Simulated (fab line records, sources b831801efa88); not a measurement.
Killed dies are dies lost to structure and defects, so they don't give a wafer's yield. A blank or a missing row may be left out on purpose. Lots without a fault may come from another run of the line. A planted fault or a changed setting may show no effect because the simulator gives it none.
Which tool did it? | flow sky130 | 14 lots, 42 wafers sampled, at 5 steps of a route of 708

WHAT THE GAUGES READ, wafer by wafer
SKY_DNWELL_TW_MEAS_09.
lot  | measured    | on            | DNWELL_TW
L689 | day 3 19:44 | film_metro-03 | 1135 1124 1128
L690 | day 3 20:37 | film_metro-03 | 1130 1132 1130
L691 | day 4 11:47 | film_metro-01 | 1114 1109 1105
L692 | day 4 12:08 | film_metro-02 | 1126 1122 1126
L701 | day 5 20:23 | film_metro-03 | 1126 1129 1133
L702 | day 6 02:05 | film_metro-03 | 1117 1121 1126
L703 | day 6 09:14 | film_metro-01 | 1109 1110 1105
L704 | day 6 17:13 | film_metro-02 | 1125 1126 1130
L705 | day 6 21:53 | film_metro-01 | 1120 1110 1118
L708 | day 7 12:20 | film_metro-01 | 1111 1106 1107
L709 | day 7 22:53 | film_metro-01 | 1109 1112 1103
L710 | day 8 07:41 | film_metro-03 | 1127 1125 1126
L711 | day 8 09:40 | film_metro-02 | 1127 1126 1126
L712 | day 8 10:20 | film_metro-03 | 1132 1126 1126

SKY_NWELL_RS_MEAS_29: measures by four-point-probe.
lot  | measured     | on            | NWELL_RS (ohm/sq)
L689 | day 5 23:28  | film_metro-01 | 624.0 625.4 623.6
L690 | day 6 00:16  | film_metro-03 | 624.2 621.5 623.5
L691 | day 6 17:39  | film_metro-03 | 622.6 622.1 622.6
L692 | day 6 18:56  | film_metro-03 | 623.7 624.9 623.2
L701 | day 8 06:36  | film_metro-02 | 621.9 622.3 622.4
L702 | day 8 13:11  | film_metro-03 | 623.7 621.8 622.2
L703 | day 8 21:31  | film_metro-02 | 621.5 621.4 623.1
L704 | day 9 04:10  | film_metro-01 | 622.3 622.9 623.0
L705 | day 9 11:55  | film_metro-03 | 623.2 624.9 624.1
L708 | day 10 04:15 | film_metro-02 | 622.6 622.6 621.4
L709 | day 10 15:45 | film_metro-02 | 621.7 622.4 621.3
L710 | day 11 01:54 | film_metro-01 | 624.3 624.6 624.0
L711 | day 11 03:59 | film_metro-02 | 623.7 623.0 621.5
L712 | day 11 05:35 | film_metro-01 | 625.3 624.3 626.0

SKY_VT_ADJUST_HVTP_TW_MEAS_11.
lot  | measured     | on            | VT_ADJUST_HVTP_TW
L689 | day 6 18:01  | film_metro-02 | 1376 1373 1377
L690 | day 6 19:46  | film_metro-02 | 1379 1378 1365
L691 | day 7 12:05  | film_metro-01 | 1347 1351 1343
L692 | day 7 13:20  | film_metro-02 | 1698 1711 1703
L701 | day 9 04:09  | film_metro-02 | 1706 1708 1709
L702 | day 9 10:58  | film_metro-01 | 1350 1347 1346
L703 | day 9 20:08  | film_metro-01 | 1347 1354 1347
L704 | day 10 02:52 | film_metro-01 | 1341 1339 1343
L705 | day 10 10:58 | film_metro-01 | 1335 1342 1337
L708 | day 11 03:32 | film_metro-01 | 1358 1363 1361
L709 | day 11 15:35 | film_metro-04 | 1341 1349 1349
L710 | day 12 01:59 | film_metro-04 | 1362 1348 1352
L711 | day 12 04:05 | film_metro-02 | 1375 1382 1388
L712 | day 12 05:17 | film_metro-04 | 1355 1356 1352

WHICH TOOL RAN EACH LOT (tool, then ch and the chambers of the sampled wafers, then the start)
lot  | SKY_DNWELL_STRIP_08                 | SKY_VT_ADJUST_HVTP_IMPLANT_09
L689 | plasma_asher-03 ch 0,1, day 3 19:38 | implanter-04 ch 0, day 6 17:46
L690 | plasma_asher-04 ch 0,1, day 3 20:31 | implanter-03 ch 0, day 6 19:31
L691 | plasma_asher-01 ch 0,1, day 4 11:41 | implanter-03 ch 0, day 7 11:51
L692 | plasma_asher-03 ch 0,1, day 4 12:02 | implanter-04 ch 0, day 7 12:47
L701 | plasma_asher-01 ch 0,1, day 5 20:16 | implanter-02 ch 0, day 9 03:36
L702 | plasma_asher-03 ch 0,1, day 6 01:59 | implanter-02 ch 0, day 9 10:43
L703 | plasma_asher-01 ch 0,1, day 6 09:09 | implanter-03 ch 0, day 9 19:55
L704 | plasma_asher-04 ch 0,1, day 6 17:07 | implanter-03 ch 0, day 10 02:37
L705 | plasma_asher-04 ch 0,1, day 6 21:47 | implanter-02 ch 0, day 10 10:43
L708 | plasma_asher-04 ch 0,1, day 7 12:13 | implanter-03 ch 0, day 11 03:18
L709 | plasma_asher-04 ch 0,1, day 7 22:47 | implanter-03 ch 0, day 11 15:21
L710 | plasma_asher-04 ch 0,1, day 8 07:34 | implanter-03 ch 0, day 12 01:45
L711 | plasma_asher-04 ch 0,1, day 8 09:34 | implanter-02 ch 0, day 12 03:50
L712 | plasma_asher-03 ch 0,1, day 8 10:13 | implanter-02 ch 0, day 12 05:03
- SKY_DNWELL_STRIP_08: strips in O2/N2.
- SKY_VT_ADJUST_HVTP_IMPLANT_09

WHAT THE TOOLS THEMSELVES READ (means of the sampled wafers that have a number; where no wafer has one, the mark that the record gives instead)
SKY_DNWELL_STRIP_08.
lot  | tool            | drypump_motor_current_A (A) | oes_product_au (a.u.) | strip_time_to_endpoint_s (s)
L689 | plasma_asher-03 | 5.71                        | 0.722                 | 36.84
L690 | plasma_asher-04 | 6.04                        | 0.723                 | 36.83
L691 | plasma_asher-01 | 5.31                        | 0.722                 | 36.95
L692 | plasma_asher-03 | 5.67                        | 0.724                 | 36.92
L701 | plasma_asher-01 | 5.50                        | 0.723                 | 37.01
L702 | plasma_asher-03 | 5.67                        | 0.723                 | 36.86
L703 | plasma_asher-01 | 5.32                        | 0.719                 | 36.84
L704 | plasma_asher-04 | 6.04                        | 0.724                 | 36.75
L705 | plasma_asher-04 | 5.92                        | 0.723                 | 36.83
L708 | plasma_asher-04 | 5.92                        | 0.727                 | 36.92
L709 | plasma_asher-04 | 6.05                        | 0.726                 | 36.90
L710 | plasma_asher-04 | 6.04                        | 0.720                 | 36.79
L711 | plasma_asher-04 | 6.04                        | 0.724                 | 36.79
L712 | plasma_asher-03 | 5.70                        | 0.718                 | 37.03

THE ANSWER, worked out from the rows above alone
Rule: what is usual is taken from the lots themselves. Put in order of their means at a reading, lots are off if they are a third of the lots or fewer, leave a main group of 4 or more, and stand apart from it by a gap of 3 or more times the standard deviation of the main group's means; of several such gaps the widest counts. A main group whose means are all the same, to the digits that the tables above print for the reading, isn't used. A lot without any number at a reading at which 4 lots or more have one is off too. The other lots that the step has rows for count as sound. The gauges are gone through in route order, then the tools' own readings, and for those a lot's mean is taken as printed above. The first step at which some lot is off is used, and at that step the reading that is off furthest; a lot without a number counts as furthest.
Off: L692, L701, at SKY_VT_ADJUST_HVTP_TW_MEAS_11 (VT_ADJUST_HVTP_TW). The main group: mean 1356, standard deviation 14.
A tool fits if, at a process step before that reading, it ran every lot that is off, and no sound lot after the first of them. The gauges at SKY_VT_ADJUST_HVTP_TW_MEAS_11 are tried like those tools. None of those tried fits.

WHAT THE SIMULATOR HAD PUT IN
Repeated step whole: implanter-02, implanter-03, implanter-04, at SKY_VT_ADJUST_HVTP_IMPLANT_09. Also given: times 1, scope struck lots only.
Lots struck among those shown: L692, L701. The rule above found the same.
